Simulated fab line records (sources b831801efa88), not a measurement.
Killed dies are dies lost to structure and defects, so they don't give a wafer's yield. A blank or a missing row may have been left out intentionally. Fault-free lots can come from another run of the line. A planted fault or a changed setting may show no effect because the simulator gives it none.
fab line records	flow sky130
record: lots: 24	wafers: 72	last_day: 50
route steps=708 shown LI_CONTACT@378 LOCAL_INTERCONNECT@401 METAL1@436 VIA2@522
lots that met no fault: from a run of the same line without faults
start_h: hours from the record's first day to the start of the lot's first wafer shown	wait_h: hours elapsed since this lot's preceding step	" the same as in the row above	L1.1+2: a single row standing in for several wafers	- no value, or no start given	* or withheld: withheld	< > ~ a bound
route shown NAME@n: a module of which the file shows steps, and the number in the route of the first	usual: mean/standard deviation of fault-free wafers	same: alike in all rows	chamber/n: place in a boat	sites: per-site readings	_std_site: the standard deviation of these	_edge_site: outer sites' mean less inner sites'	radius_mm: how far each site lies from the wafer's centre	mask NAME#n: copy n	behind: tool/chamber where the wafer was last shaped	hold: reason for holding the lot/hours on hold/outcome of the hold	device: whichever transistor did not switch (one of n, p or np)	end of line: the same wafers' tests at the end of the route	a step given without rows: its recipe and nothing more	killed: dies lost to structure and defects at the first sort, not the wafer's yield	map: shows each die of a wafer: x if killed, . if not, _ if none is there
set.NAME: the setting as run; set.NAME@STEP: as run at that earlier step	model.NAME: the simulator's own value behind a step, which no gauge read
route steps across a sampled set of lots; one table per step, one row per wafer
services: the hour from which a tool's chamber was out of use, counted from the record's first day as start_h (under 0 if before that day), plus the number of hours and why
== steps ==
step: SKY_LI_CONTACT_STRIP_16
recipe: chemistry: O2/N2	power_w: 1400	pressure_mtorr: 1500	platen_temp_c: withheld	o2_flow_sccm: 3000	n2_flow_sccm: 300	overash_fraction: 0.5
usual: drypump_motor_current_A: 5.7/0.38	oes_product_au: 0.375/0.0051	strip_time_to_endpoint_s: 3.487/0.028
lot.wafer	tool	chamber	start_h	wait_h	drypump_motor_current_A	oes_product_au	rf_hours_counter_h	strip_time_to_endpoint_s
L074.1	plasma_asher-04	0	663.22	-	6.0	0.384	95	3.487
L074.4	"	0	"	"	6.0	0.372	-	3.499
L074.5	"	1	"	"	5.8	0.368	-	3.491
L075.4	plasma_asher-02	0	665.30	-	6.3	0.372	-	3.497
L075.5	"	0	"	"	6.4	0.374	-	3.486
L075.6	"	1	"	"	5.7	0.379	-	3.516
L076.2	plasma_asher-03	1	680.59	-	5.7	0.380	24	3.542
L076.4	"	1	"	"	5.7	0.378	-	3.504
L076.6	"	0	"	"	5.1	0.378	-	3.499
L077.2	plasma_asher-03	0	687.97	-	5.0	0.374	24	3.492
L077.3	"	0	"	"	5.1	0.382	-	3.531
L077.4	"	1	"	"	5.7	0.380	-	3.508
L078.1	plasma_asher-04	1	694.62	-	5.7	0.379	98	3.480
L078.2	"	0	"	"	6.0	0.382	98	3.509
L078.6	"	1	"	"	5.8	0.380	-	3.491
L079.1	plasma_asher-04	1	714.52	-	5.8	0.371	100	3.459
L079.3	"	0	"	"	6.0	0.375	-	3.466
L079.6	"	0	"	"	6.0	0.378	-	3.476
L080.1	plasma_asher-04	0	721.81	-	6.0	0.370	101	3.487
L080.3	"	1	"	"	5.8	0.378	-	3.494
L080.4	"	0	"	"	6.0	0.371	-	3.517
L081.2	plasma_asher-04	1	724.31	-	5.8	0.377	101	3.443
L081.3	"	0	"	"	6.0	0.379	-	3.488
L081.6	"	0	"	"	6.0	0.380	-	3.463
L082.1	plasma_asher-03	0	737.39	-	5.0	0.381	30	3.519
L082.2	"	1	"	"	5.7	0.377	30	3.484
L082.3	"	0	"	"	5.0	0.373	-	3.512
L083.1	plasma_asher-02	1	740.39	-	5.7	0.368	93	3.457
L083.3	"	0	"	"	6.4	0.378	-	3.513
L083.6	"	1	"	"	5.7	0.374	-	3.468
L084.1	plasma_asher-04	0	755.31	-	6.0	0.381	1	3.485
L084.3	"	0	"	"	6.0	0.378	-	3.504
L084.6	"	1	"	"	5.8	0.378	-	3.531
L086.2	plasma_asher-04	0	763.27	-	6.0	0.376	2	3.492
L086.3	"	0	"	"	6.0	0.373	-	3.494
L086.5	"	0	"	"	6.0	0.368	-	3.480
L085.1	plasma_asher-03	1	767.06	-	5.7	0.377	33	3.533
L085.5	"	0	"	"	5.0	0.380	-	3.480
L085.6	"	1	"	"	5.7	0.377	-	3.503
L087.1	plasma_asher-03	1	775.87	-	5.7	0.371	34	3.455
L087.4	"	1	"	"	5.7	0.374	-	3.487
L087.6	"	0	"	"	5.1	0.380	-	3.506
L088.4	plasma_asher-03	0	788.13	-	5.0	0.387	-	3.523
L088.5	"	1	"	"	5.7	0.374	-	3.478
L088.6	"	0	"	"	5.0	0.367	-	3.525
L089.1	plasma_asher-02	0	790.36	-	6.4	0.379	100	3.530
L089.3	"	1	"	"	5.7	0.370	-	3.514
L089.6	"	0	"	"	6.4	0.368	-	3.518
L090.1	plasma_asher-03	1	796.70	-	5.7	0.375	36	3.430
L090.2	"	0	"	"	5.1	0.367	36	3.480
L090.5	"	1	"	"	5.7	0.376	-	3.452
L091.1	plasma_asher-03	0	802.41	-	5.1	0.370	37	3.468
L091.3	"	0	"	"	5.1	0.376	-	3.478
L091.6	"	0	"	"	5.1	0.380	-	3.484
L092.2	plasma_asher-02	0	811.56	-	6.4	0.376	103	3.415
L092.4	"	0	"	"	6.4	0.371	-	3.463
L092.6	"	1	"	"	5.7	0.368	-	3.450
L093.2	plasma_asher-02	1	861.29	-	5.6	0.381	108	3.449
L093.4	"	0	"	"	6.4	0.374	-	3.456
L093.6	"	0	"	"	6.4	0.381	-	3.471
L097.1	plasma_asher-04	0	861.47	-	6.0	0.381	8	3.489
L097.5	"	1	"	"	5.8	0.372	-	3.503
L097.6	"	0	"	"	6.0	0.377	-	3.465
L094.2	plasma_asher-04	0	864.46	-	6.0	0.374	8	3.453
L094.3	"	1	"	"	5.8	0.372	-	3.489
L094.4	"	0	"	"	6.0	0.378	-	3.447
L096.1	plasma_asher-03	0	866.12	-	5.0	0.374	44	3.471
L096.2	"	1	"	"	5.7	0.379	44	3.528
L096.5	"	1	"	"	5.7	0.371	-	3.531
L095.1	plasma_asher-04	0	868.94	-	6.0	0.382	8	3.512
L095.3	"	0	"	"	6.0	0.376	-	3.484
L095.5	"	1	"	"	5.8	0.362	-	3.493
step: SKY_LOCAL_INTERCONNECT_METAL_ETCH_14
recipe: target_depth_nm: 110	stop_on: PSG	chemistry: Cl2/BCl3	target: TiN	resist_sidewall_deg: 88	pressure_mtorr: 10	icp_w: 900	bias_w: 48.5	Cl2_flow_sccm: 60	bcl3_flow_sccm: 30	time_s: 31.4
usual: drypump_motor_current_A: 5.9/0.44	he_backside_leak_sccm: 3.47/0.22	oes_product_au: 0.943/0.0076	throttle_valve_pct: 21.900/0.01
lot.wafer	tool	chamber	start_h	wait_h	drypump_motor_current_A	he_backside_leak_sccm	oes_product_au	rf_hours_counter_h	throttle_valve_pct
L074.1	rie_metal-01	0	693.95	0.1	6.1	3.42	0.941	5	21.889
L074.4	"	0	"	"	6.1	3.42	0.939	-	21.916
L074.5	"	1	"	"	5.4	3.38	0.949	-	21.893
L075.4	rie_metal-02	0	695.80	0.0	6.5	3.36	0.943	-	21.899
L075.5	"	0	"	"	6.5	3.26	0.943	-	21.897
L075.6	"	1	"	"	5.8	3.50	0.934	-	21.907
L076.2	rie_metal-03	1	710.28	0.0	6.2	3.57	0.957	5	21.901
L076.4	"	0	"	"	5.1	3.43	0.950	-	21.888
L076.6	"	1	"	"	6.2	3.51	0.943	-	21.894
L077.2	rie_metal-01	0	716.98	0.0	6.2	3.44	0.951	5	21.908
L077.3	"	0	"	"	6.1	3.28	0.953	-	21.863
L077.4	"	1	"	"	5.5	3.48	0.945	-	21.896
L078.1	rie_metal-01	0	724.13	0.0	6.1	3.58	0.947	5	21.902
L078.2	"	1	"	"	5.5	3.47	0.942	6	21.899
L078.6	"	0	"	"	6.1	3.65	0.944	-	21.903
L079.1	rie_metal-02	1	742.68	0.1	5.8	3.32	0.945	7	21.894
L079.3	"	1	"	"	5.8	3.32	0.952	-	21.879
L079.6	"	0	"	"	6.5	3.74	0.938	-	21.884
L080.1	rie_metal-03	0	750.78	0.0	5.1	3.39	0.933	17	21.910
L080.3	"	1	"	"	6.2	3.31	0.937	-	21.903
L080.4	"	0	"	"	5.1	3.40	0.935	-	21.916
L081.2	rie_metal-03	0	752.88	0.0	5.1	3.40	0.952	17	21.899
L081.3	"	0	"	"	5.1	3.37	0.934	-	21.905
L081.6	"	1	"	"	6.2	3.65	0.938	-	21.893
L082.1	rie_metal-01	1	766.53	0.0	5.5	3.41	0.939	8	21.909
L082.2	"	0	"	"	6.1	3.70	0.941	7	21.928
L082.3	"	1	"	"	5.5	3.42	0.939	-	21.896
L083.1	rie_metal-02	1	768.68	0.0	5.8	3.39	0.939	8	21.911
L083.3	"	1	"	"	5.8	3.40	0.944	-	21.898
L083.6	"	1	"	"	5.8	3.40	0.934	-	21.920
L084.1	rie_metal-03	1	784.12	0.1	6.2	3.53	0.943	8	21.894
L084.3	"	1	"	"	6.1	3.48	0.948	-	21.895
L084.6	"	1	"	"	6.2	3.56	0.954	-	21.892
L086.2	rie_metal-03	0	791.68	0.0	5.2	3.42	0.938	0	21.900
L086.3	"	1	"	"	6.2	3.61	0.940	-	21.907
L086.5	"	0	"	"	5.1	3.35	0.939	-	21.885
L085.1	rie_metal-01	0	795.21	0.0	6.1	3.33	0.948	8	21.895
L085.5	"	1	"	"	5.5	3.49	0.946	-	21.908
L085.6	"	0	"	"	6.1	3.49	0.946	-	21.899
L087.1	rie_metal-03	1	804.18	0.0	6.2	3.32	0.927	8	21.917
L087.4	"	0	"	"	5.1	3.32	0.934	-	21.917
L087.6	"	0	"	"	5.1	3.36	0.938	-	21.893
L088.4	rie_metal-03	1	815.60	0.0	6.2	3.37	0.943	-	21.893
L088.5	"	1	"	"	6.2	3.54	0.948	-	21.900
L088.6	"	0	"	"	5.1	3.36	0.940	-	21.911
L089.1	rie_metal-01	1	817.79	0.1	5.5	3.56	0.943	10	21.900
L089.3	"	1	"	"	5.5	3.53	0.938	-	21.917
L089.6	"	1	"	"	5.5	3.40	0.940	-	21.905
L090.1	rie_metal-03	0	824.78	0.0	5.1	3.48	0.952	1	21.876
L090.2	"	1	"	"	6.2	3.38	0.947	9	21.900
L090.5	"	1	"	"	6.2	3.46	0.957	-	21.885
L091.1	rie_metal-02	0	830.38	0.0	6.5	3.81	0.938	9	21.912
L091.3	"	1	"	"	5.8	3.14	0.944	-	21.897
L091.6	"	1	"	"	5.8	3.33	0.934	-	21.898
L092.2	rie_metal-02	0	839.66	0.1	6.5	3.38	0.940	-	21.910
L092.4	"	0	"	"	6.5	3.76	0.942	-	21.890
L092.6	"	0	"	"	6.5	3.23	0.938	-	21.895
L093.2	rie_metal-02	1	887.88	0.0	5.8	3.26	0.917	12	21.899
L093.4	"	1	"	"	5.8	3.51	0.940	-	21.908
L093.6	"	0	"	"	6.5	3.29	0.942	-	21.909
L097.1	rie_metal-01	1	888.41	0.0	5.5	3.41	0.941	14	21.888
L097.5	"	0	"	"	6.1	3.74	0.929	-	21.898
L097.6	"	1	"	"	5.5	3.47	0.949	-	21.904
L094.2	rie_metal-01	0	891.58	0.0	6.1	3.59	0.951	12	21.896
L094.3	"	0	"	"	6.1	3.49	0.946	-	21.884
L094.4	"	1	"	"	5.5	3.39	0.938	-	21.917
L096.1	rie_metal-01	0	893.33	0.0	6.1	3.56	0.953	13	21.888
L096.2	"	1	"	"	5.5	3.37	0.959	14	21.897
L096.5	"	0	"	"	6.1	3.36	0.944	-	21.919
L095.1	rie_metal-01	0	895.51	0.0	6.1	3.52	0.955	13	21.892
L095.3	"	1	"	"	5.5	3.39	0.944	-	21.897
L095.5	"	0	"	"	6.1	3.40	0.939	-	21.910
step: SKY_METAL1_SPUTTER_02
recipe: material: AlCu	target_thk_nm: 250	power_w: 10600	time_s: 13.3	chamber_pressure_pa: 0.4
usual: throttle_valve_pct: 30.2/1.1
lot.wafer	tool	chamber	start_h	wait_h	throttle_valve_pct
L074.1	pvd_sputter-02	-	723.76	0.0	29.9
L074.4	"	-	"	"	30.0
L074.5	"	-	"	"	29.9
L075.4	pvd_sputter-02	-	726.59	0.0	31.2
L075.5	"	-	"	"	29.9
L075.6	"	-	"	"	28.3
L076.2	pvd_sputter-01	-	739.90	0.0	31.1
L076.4	"	-	"	"	30.8
L076.6	"	-	"	"	30.8
L077.2	pvd_sputter-02	-	747.23	0.0	29.8
L077.3	"	-	"	"	28.0
L077.4	"	-	"	"	29.7
L078.1	pvd_sputter-01	-	754.14	0.0	31.1
L078.2	"	-	"	"	30.7
L078.6	"	-	"	"	31.0
L079.1	pvd_sputter-03	-	773.08	0.0	31.3
L079.3	"	-	"	"	28.8
L079.6	"	-	"	"	31.3
L080.1	pvd_sputter-02	-	781.02	0.0	30.2
L080.3	"	-	"	"	29.7
L080.4	"	-	"	"	31.4
L081.2	pvd_sputter-01	-	782.41	0.0	31.3
L081.3	"	-	"	"	30.6
L081.6	"	-	"	"	31.1
L082.1	pvd_sputter-02	-	796.00	0.0	29.8
L082.2	"	-	"	"	31.4
L082.3	"	-	"	"	30.0
L083.1	pvd_sputter-01	-	798.63	0.0	29.7
L083.3	"	-	"	"	31.2
L083.6	"	-	"	"	30.1
L084.1	pvd_sputter-01	-	813.43	0.0	29.9
L084.3	"	-	"	"	30.7
L084.6	"	-	"	"	29.8
L086.2	pvd_sputter-02	-	820.64	0.0	29.8
L086.3	"	-	"	"	31.2
L086.5	"	-	"	"	31.5
L085.1	pvd_sputter-03	-	824.81	0.0	29.0
L085.5	"	-	"	"	29.6
L085.6	"	-	"	"	31.9
L087.1	pvd_sputter-02	-	833.43	0.0	31.0
L087.4	"	-	"	"	29.6
L087.6	"	-	"	"	29.8
L088.4	pvd_sputter-01	-	844.33	0.0	30.7
L088.5	"	-	"	"	30.9
L088.6	"	-	"	"	31.1
L089.1	pvd_sputter-03	-	847.12	0.0	29.7
L089.3	"	-	"	"	32.0
L089.6	"	-	"	"	29.5
L090.1	pvd_sputter-02	-	854.34	0.0	31.2
L090.2	"	-	"	"	29.6
L090.5	"	-	"	"	29.9
L091.1	pvd_sputter-03	-	860.28	0.0	32.0
L091.3	"	-	"	"	29.6
L091.6	"	-	"	"	29.2
L092.2	pvd_sputter-02	-	869.54	0.0	31.0
L092.4	"	-	"	"	29.9
L092.6	"	-	"	"	28.1
L093.2	pvd_sputter-02	-	916.87	0.0	29.6
L093.4	"	-	"	"	27.9
L093.6	"	-	"	"	31.3
L097.1	pvd_sputter-01	-	917.40	0.0	30.8
L097.5	"	-	"	"	29.9
L097.6	"	-	"	"	30.9
L094.2	pvd_sputter-01	-	919.51	0.0	31.2
L094.3	"	-	"	"	29.9
L094.4	"	-	"	"	30.9
L096.1	pvd_sputter-01	-	920.76	0.0	30.9
L096.2	"	-	"	"	30.9
L096.5	"	-	"	"	29.9
L095.1	pvd_sputter-01	-	923.05	0.0	30.3
L095.3	"	-	"	"	31.1
L095.5	"	-	"	"	30.8
step: SKY_METAL1_SPUTTER_03
recipe: material: Ti	target_thk_nm: 5	power_w: 3000	time_s: 3.3	chamber_pressure_pa: 0.4
usual: throttle_valve_pct: 30.2/1.1
lot.wafer	tool	chamber	start_h	wait_h	throttle_valve_pct
L074.1	pvd_sputter-02	-	723.79	0.0	29.9
L074.4	"	-	"	"	29.9
L074.5	"	-	"	"	29.9
L075.4	pvd_sputter-02	-	726.61	0.0	31.3
L075.5	"	-	"	"	29.8
L075.6	"	-	"	"	27.9
L076.2	pvd_sputter-01	-	739.92	0.0	31.0
L076.4	"	-	"	"	31.1
L076.6	"	-	"	"	30.8
L077.2	pvd_sputter-02	-	747.26	0.0	29.9
L077.3	"	-	"	"	27.8
L077.4	"	-	"	"	29.5
L078.1	pvd_sputter-01	-	754.16	0.0	31.2
L078.2	"	-	"	"	30.5
L078.6	"	-	"	"	30.8
L079.1	pvd_sputter-03	-	773.10	0.0	31.4
L079.3	"	-	"	"	28.8
L079.6	"	-	"	"	31.3
L080.1	pvd_sputter-02	-	781.04	0.0	29.7
L080.3	"	-	"	"	29.5
L080.4	"	-	"	"	31.2
L081.2	pvd_sputter-01	-	782.44	0.0	31.3
L081.3	"	-	"	"	30.5
L081.6	"	-	"	"	31.0
L082.1	pvd_sputter-02	-	796.02	0.0	29.9
L082.2	"	-	"	"	31.5
L082.3	"	-	"	"	29.8
L083.1	pvd_sputter-01	-	798.66	0.0	29.9
L083.3	"	-	"	"	31.0
L083.6	"	-	"	"	29.8
L084.1	pvd_sputter-01	-	813.46	0.0	30.0
L084.3	"	-	"	"	30.7
L084.6	"	-	"	"	29.9
L086.2	pvd_sputter-02	-	820.67	0.0	29.6
L086.3	"	-	"	"	31.3
L086.5	"	-	"	"	31.1
L085.1	pvd_sputter-03	-	824.83	0.0	28.9
L085.5	"	-	"	"	29.6
L085.6	"	-	"	"	32.0
L087.1	pvd_sputter-02	-	833.45	0.0	31.4
L087.4	"	-	"	"	29.7
L087.6	"	-	"	"	30.1
L088.4	pvd_sputter-01	-	844.36	0.0	31.0
L088.5	"	-	"	"	30.9
L088.6	"	-	"	"	30.9
L089.1	pvd_sputter-03	-	847.14	0.0	29.7
L089.3	"	-	"	"	31.8
L089.6	"	-	"	"	29.7
L090.1	pvd_sputter-02	-	854.36	0.0	31.2
L090.2	"	-	"	"	29.5
L090.5	"	-	"	"	29.8
L091.1	pvd_sputter-03	-	860.30	0.0	31.9
L091.3	"	-	"	"	29.7
L091.6	"	-	"	"	28.9
L092.2	pvd_sputter-02	-	869.56	0.0	31.2
L092.4	"	-	"	"	29.7
L092.6	"	-	"	"	28.1
L093.2	pvd_sputter-02	-	916.90	0.0	29.7
L093.4	"	-	"	"	28.6
L093.6	"	-	"	"	31.2
L097.1	pvd_sputter-01	-	917.42	0.0	30.8
L097.5	"	-	"	"	29.9
L097.6	"	-	"	"	30.9
L094.2	pvd_sputter-01	-	919.54	0.0	31.1
L094.3	"	-	"	"	29.9
L094.4	"	-	"	"	30.7
L096.1	pvd_sputter-01	-	920.78	0.0	31.0
L096.2	"	-	"	"	31.0
L096.5	"	-	"	"	30.0
L095.1	pvd_sputter-01	-	923.07	0.0	29.9
L095.3	"	-	"	"	31.1
L095.5	"	-	"	"	31.0
step: SKY_METAL1_DESCUM_17
recipe: chemistry: O2	source_power_w: 150	bias_power_w: 0	pressure_mtorr: 10	temp_c: 40	time_s: 8
usual: drypump_motor_current_A: 5.6/0.58	he_backside_leak_sccm: 3.5/0.33	oes_product_au: 1.006/0.012
lot.wafer	tool	chamber	start_h	wait_h	drypump_motor_current_A	he_backside_leak_sccm	oes_product_au	rf_hours_counter_h
L074.1	rie_metal-02	0	751.23	0.0	6.5	3.7	1.006	6
L074.4	"	1	"	"	5.8	3.5	0.992	-
L074.5	"	1	"	"	5.8	3.6	1.007	-
L075.4	rie_metal-04	1	754.55	0.0	5.2	3.6	1.024	-
L075.5	"	0	"	"	4.9	3.0	1.006	-
L075.6	"	1	"	"	5.2	3.5	1.025	-
L076.2	rie_metal-04	0	767.74	0.0	5.0	3.2	1.005	8
L076.4	"	0	"	"	5.0	3.2	1.001	-
L076.6	"	1	"	"	5.2	3.5	1.019	-
L077.2	rie_metal-02	0	775.58	0.0	6.5	3.3	1.011	7
L077.3	"	1	"	"	5.8	3.4	0.999	-
L077.4	"	0	"	"	6.5	3.2	1.004	-
L078.1	rie_metal-04	0	781.10	0.0	4.9	3.2	1.010	8
L078.2	"	1	"	"	5.2	3.6	1.019	9
L078.6	"	0	"	"	4.9	3.0	1.005	-
L079.1	rie_metal-03	0	800.44	0.0	5.1	3.5	0.981	0
L079.3	"	0	"	"	5.1	3.4	0.987	-
L079.6	"	0	"	"	5.1	3.4	0.990	-
L080.1	rie_metal-03	1	807.42	0.0	6.2	3.5	1.012	8
L080.3	"	1	"	"	6.2	3.5	1.008	-
L080.4	"	0	"	"	5.1	3.3	0.980	-
L081.2	rie_metal-03	0	809.54	0.0	5.1	3.4	0.979	1
L081.3	"	0	"	"	5.1	3.5	0.976	-
L081.6	"	0	"	"	5.1	3.5	0.982	-
L082.1	rie_metal-02	0	822.84	0.0	6.5	3.6	1.006	9
L082.2	"	1	"	"	5.8	3.2	0.989	10
L082.3	"	0	"	"	6.5	3.6	1.013	-
L083.1	rie_metal-02	1	825.84	0.0	5.8	3.5	0.989	10
L083.3	"	1	"	"	5.8	3.4	1.005	-
L083.6	"	0	"	"	6.5	3.6	1.008	-
L084.1	rie_metal-04	0	840.64	0.0	5.0	3.1	1.003	10
L084.3	"	0	"	"	5.0	3.2	1.011	-
L084.6	"	0	"	"	5.0	3.1	1.011	-
L086.2	rie_metal-04	1	848.19	0.0	5.2	3.5	1.015	12
L086.3	"	0	"	"	5.0	3.3	1.003	-
L086.5	"	0	"	"	4.9	3.1	0.993	-
L085.1	rie_metal-02	0	850.82	0.0	6.5	3.6	1.001	10
L085.5	"	0	"	"	6.5	3.4	1.008	-
L085.6	"	0	"	"	6.5	3.8	1.008	-
L087.1	rie_metal-04	1	860.19	0.0	5.2	3.7	0.996	12
L087.4	"	0	"	"	4.9	3.2	1.013	-
L087.6	"	1	"	"	5.2	3.7	1.012	-
L088.4	rie_metal-04	1	871.63	0.0	5.2	3.6	1.008	-
L088.5	"	0	"	"	4.9	3.1	1.010	-
L088.6	"	1	"	"	5.2	3.6	1.020	-
L089.1	rie_metal-02	0	873.47	0.0	6.5	3.7	0.986	11
L089.3	"	0	"	"	6.5	3.8	1.001	-
L089.6	"	0	"	"	6.5	3.5	0.999	-
L090.1	rie_metal-04	1	880.68	0.0	5.2	3.7	1.023	13
L090.2	"	0	"	"	5.0	3.1	1.021	12
L090.5	"	1	"	"	5.2	3.6	1.021	-
L091.1	rie_metal-03	1	885.72	0.0	6.2	3.5	1.021	12
L091.3	"	0	"	"	5.1	3.4	0.997	-
L091.6	"	0	"	"	5.1	3.4	0.993	-
L092.2	rie_metal-04	1	895.09	0.0	5.2	3.6	1.015	14
L092.4	"	0	"	"	5.0	3.2	1.008	-
L092.6	"	0	"	"	5.0	3.1	1.010	-
L093.2	rie_metal-02	0	943.02	0.0	6.5	3.7	1.017	14
L093.4	"	1	"	"	5.8	3.7	0.995	-
L093.6	"	1	"	"	5.8	3.5	0.998	-
L097.1	rie_metal-03	0	943.09	0.0	5.1	3.4	0.974	7
L097.5	"	0	"	"	5.2	3.4	0.991	-
L097.6	"	1	"	"	6.2	3.6	1.006	-
L094.2	rie_metal-04	1	945.22	0.0	5.2	3.7	1.018	16
L094.3	"	0	"	"	5.0	3.2	0.999	-
L094.4	"	1	"	"	5.2	3.7	1.007	-
L096.1	rie_metal-03	1	946.08	0.0	6.2	3.6	1.005	15
L096.2	"	0	"	"	5.1	3.4	0.984	7
L096.5	"	1	"	"	6.2	3.6	1.006	-
L095.1	rie_metal-02	1	948.33	0.0	5.8	3.5	0.993	15
L095.3	"	1	"	"	5.8	3.5	0.999	-
L095.5	"	1	"	"	5.8	3.2	0.989	-
step: SKY_VIA2_ETCH_15
recipe: target: SiO2	chemistry: C4F8/O2/Ar	target_depth_nm: 546	stop_on: TiN	mask_material: KrF-thick	source_w: 1500	bias_w: 1200	pressure_mtorr: 40	c4f8_flow_sccm: withheld	O2_flow_sccm: 6	Ar_flow_sccm: 300	time_s: 84
usual: oes_product_au: 0.939/0.0044
lot.wafer	tool	chamber	start_h	wait_h	oes_product_au	rf_hours_counter_h
L074.1	rie_diel-01	2	836.38	0.0	0.938	1
L074.4	"	1	"	"	0.939	2
L074.5	"	3	"	"	0.938	-
L075.4	rie_diel-04	1	838.63	0.0	0.942	11
L075.5	"	2	"	"	0.940	-
L075.6	"	1	"	"	0.936	-
L076.2	rie_diel-04	2	850.33	0.0	0.944	4
L076.4	"	3	"	"	0.932	9
L076.6	"	3	"	"	0.939	-
L077.2	rie_diel-03	1	859.73	0.0	0.942	20
L077.3	"	3	"	"	0.935	18
L077.4	"	2	"	"	0.943	17
L078.1	rie_diel-01	2	864.73	0.0	0.938	2
L078.2	"	3	"	"	0.939	7
L078.6	"	1	"	"	0.946	-
L079.1	rie_diel-01	1	883.68	0.0	0.937	3
L079.3	"	0	"	"	0.949	4
L079.6	"	0	"	"	0.937	-
L080.1	rie_diel-04	1	890.91	0.0	0.943	12
L080.3	"	0	"	"	0.942	4
L080.4	"	3	"	"	0.942	10
L081.2	rie_diel-03	1	892.21	0.0	0.947	21
L081.3	"	3	"	"	0.934	19
L081.6	"	1	"	"	0.940	-
L082.1	rie_diel-04	0	904.76	0.0	0.935	5
L082.2	"	2	"	"	0.932	5
L082.3	"	1	"	"	0.938	12
L083.1	rie_diel-03	0	908.91	0.0	0.937	11
L083.3	"	2	"	"	0.940	19
L083.6	"	3	"	"	0.948	-
L084.1	rie_diel-03	2	923.01	0.0	0.942	20
L084.3	"	1	"	"	0.942	21
L084.6	"	0	"	"	0.935	-
L086.2	rie_diel-04	1	929.51	0.0	0.941	13
L086.3	"	0	"	"	0.934	5
L086.5	"	0	"	"	0.943	-
L085.1	rie_diel-04	1	931.88	0.0	0.937	13
L085.5	"	1	"	"	0.940	-
L085.6	"	2	"	"	0.943	-
L087.1	rie_diel-04	1	941.76	0.0	0.940	13
L087.4	"	0	"	"	0.940	-
L087.6	"	1	"	"	0.936	-
L088.4	rie_diel-03	0	951.46	0.0	0.940	13
L088.5	"	0	"	"	0.948	-
L088.6	"	1	"	"	0.935	-
L089.1	rie_diel-01	3	953.56	0.0	0.939	8
L089.3	"	0	"	"	0.934	6
L089.6	"	1	"	"	0.943	-
L090.1	rie_diel-03	3	961.76	0.0	0.942	21
L090.2	"	1	"	"	0.942	23
L090.5	"	1	"	"	0.937	-
L091.1	rie_diel-03	1	966.66	0.0	0.940	23
L091.3	"	2	"	"	0.935	21
L091.6	"	2	"	"	0.935	-
L092.2	rie_diel-04	2	974.13	0.0	0.943	7
L092.4	"	3	"	"	0.938	12
L092.6	"	0	"	"	0.930	-
L093.2	rie_diel-03	0	1019.53	0.0	0.947	14
L093.4	"	3	"	"	0.936	24
L093.6	"	0	"	"	0.939	-
L097.1	rie_diel-04	3	1019.86	0.0	0.938	14
L097.5	"	1	"	"	0.938	-
L097.6	"	0	"	"	0.937	-
L094.2	rie_diel-01	0	1021.93	0.0	0.936	8
L094.3	"	2	"	"	0.933	7
L094.4	"	1	"	"	0.932	8
L096.1	rie_diel-04	2	1022.28	0.0	0.936	8
L096.2	"	0	"	"	0.938	8
L096.5	"	3	"	"	0.942	-
L095.1	rie_diel-01	1	1024.66	0.0	0.943	8
L095.3	"	2	"	"	0.937	7
L095.5	"	0	"	"	0.939	-
== services ==
tool	chamber	start_h	hours	kind
rie_diel-04	-	669.67	2.8	pm
rie_metal-03	-	716.83	28.1	pm
rie_metal-04	-	731.51	1.1	repair
plasma_asher-04	-	733.75	9.0	pm
plasma_asher-04	-	747.99	0.4	repair
rie_metal-03	0	757.04	10.9	repair
plasma_asher-04	-	764.22	29.1	pm
rie_metal-03	-	768.05	2.8	pm
plasma_asher-04	-	793.30	14.6	pm
pvd_sputter-02	-	807.03	6.9	repair
rie_metal-01	0	816.00	6.2	repair
rie_metal-04	1	827.84	1.5	repair
rie_metal-02	1	834.38	17.2	repair
rie_diel-04	3	857.93	5.8	repair
plasma_asher-04	-	874.93	2.8	pm
rie_diel-04	-	885.17	0.2	repair
plasma_asher-04	-	886.86	0.9	repair
plasma_asher-04	-	887.14	0.8	repair
rie_metal-04	-	891.06	0.9	repair
pvd_sputter-02	-	917.59	2.4	repair
rie_metal-03	-	925.46	0.2	repair
pvd_sputter-01	-	932.81	21.8	repair
pvd_sputter-01	-	939.83	9.2	repair
pvd_sputter-02	-	1020.58	1.4	repair
== key ==
fault none
